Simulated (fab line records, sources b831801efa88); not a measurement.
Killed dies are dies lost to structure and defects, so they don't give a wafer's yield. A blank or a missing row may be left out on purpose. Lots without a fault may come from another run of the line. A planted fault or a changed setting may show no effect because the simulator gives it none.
Chamber matching | flow sky130 | SKY_POLY_GATE_ETCH_17 on rie_si-01: 4 sister chambers
The step etches poly-Si in HBr/Cl2, stops on SiO2, target depth 180 nm, time 70.5 s. 4 wafers are shown with their chamber, then 10 later ones without.

WAFERS WITH THEIR CHAMBER
wafer  | chamber | drypump_motor_current_A (A)
L088.3 | 3       | 5.8
L088.5 | 1       | 5.9
L088.6 | 2       | 6.6
L090.2 | 0       | 6.1

WAFERS WITHOUT THEIR CHAMBER
wafer  | drypump_motor_current_A (A)
L090.4 | 6.6
L090.5 | 5.9
L092.3 | 5.7
L092.4 | 6.6
L092.5 | 6.6
L094.1 | 5.9
L094.3 | 6.1
L096.3 | 5.9
L096.5 | 6.1
L096.6 | 5.9

WHICH CHAMBER EACH WENT THROUGH
wafer  | from the rows above | in truth
L090.4 | 2                   | 2
L090.5 | 1                   | 1
L092.3 | 3                   | 3
L092.4 | 2                   | 2
L092.5 | 2                   | 2
L094.1 | 1                   | 1
L094.3 | 0                   | 0
L096.3 | 1                   | 1
L096.5 | 0                   | 0
L096.6 | 1                   | 1
Placed correctly: 10 of 10. Can't be placed from these rows: 0. Placed wrongly: 0.
How it was worked out, from the rows above alone: a wafer's distance from a chamber is the root of the sum, over the readings, of the square of ((its reading less the chamber's mean) divided by the reading's scatter). The wafer belongs to the nearest chamber; if the next one is less than 2 further off, it can't be placed. A chamber's mean is the mean of its shown wafers. The scatter: with one shown wafer a chamber, the root of the mean of the squares of how far each hidden wafer lies from its nearest shown one.
